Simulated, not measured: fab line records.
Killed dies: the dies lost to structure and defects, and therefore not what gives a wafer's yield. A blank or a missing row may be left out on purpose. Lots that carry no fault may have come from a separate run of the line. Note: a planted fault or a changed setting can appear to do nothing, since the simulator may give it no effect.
What tool caused it? || flow sky130 || Sampling: 6 lots, 18 wafers, 2 of 708 route steps

WHAT THE GAUGES SHOWED, per wafer
SKY_RES_XHIGH_TW_MEAS_09.
{"lot": "L528", "measured": "day 27 10:14", "on": "film_metro-01", "RES_XHIGH_TW": "1633 1639 1638"}
{"lot": "L531", "measured": "day 28 07:52", "on": "film_metro-01", "RES_XHIGH_TW": "1640 1635 1649"}
{"lot": "L534", "measured": "day 29 22:55", "on": "film_metro-02", "RES_XHIGH_TW": "1617 1624 1621"}
{"lot": "L537", "measured": "day 30 16:39", "on": "film_metro-02", "RES_XHIGH_TW": "1626 1623 1619"}
{"lot": "L546", "measured": "day 33 10:09", "on": "film_metro-01", "RES_XHIGH_TW": "1639 1630 1639"}
{"lot": "L548", "measured": "day 33 20:28", "on": "film_metro-03", "RES_XHIGH_TW": "1610 1609 1602"}

WHAT TOOL EACH LOT RAN ON (gives the tool, then ch and the chambers of the sampled wafers, and finally the start)
{"lot": "L528", "SKY_RES_XHIGH_EXPOSE_04": "iline_stepper-02 ch 0, day 26 18:46"}
{"lot": "L531", "SKY_RES_XHIGH_EXPOSE_04": "iline_stepper-01 ch 0, day 27 18:13"}
{"lot": "L534", "SKY_RES_XHIGH_EXPOSE_04": "iline_stepper-02 ch 0, day 29 08:44"}
{"lot": "L537", "SKY_RES_XHIGH_EXPOSE_04": "iline_stepper-01 ch 0, day 30 03:10"}
{"lot": "L546", "SKY_RES_XHIGH_EXPOSE_04": "iline_stepper-01 ch 0, day 32 20:28"}
{"lot": "L548", "SKY_RES_XHIGH_EXPOSE_04": "iline_stepper-02 ch 0, day 33 07:02"}
- SKY_RES_XHIGH_EXPOSE_04: exposes mask URPM, target cd 1270 nm.

THE ANSWER, worked out from the rows above alone
Rule: usual is defined by the lots themselves. Put in order of their means at a reading, lots are off if they are a third of the lots or fewer, leave a main group of 4 or more, and stand apart from it by a gap of 3 or more times the standard deviation of the main group's means; of several such gaps the widest counts. Not used: any main group whose means are identical at the precision the tables above print for the reading. A lot without any number at a reading at which 4 lots or more have one is off too. Any other lot the step has rows for is counted as sound.
Nothing can be told from this: no lot is off at any reading shown.

WHAT THE SIMULATOR HAD PUT IN
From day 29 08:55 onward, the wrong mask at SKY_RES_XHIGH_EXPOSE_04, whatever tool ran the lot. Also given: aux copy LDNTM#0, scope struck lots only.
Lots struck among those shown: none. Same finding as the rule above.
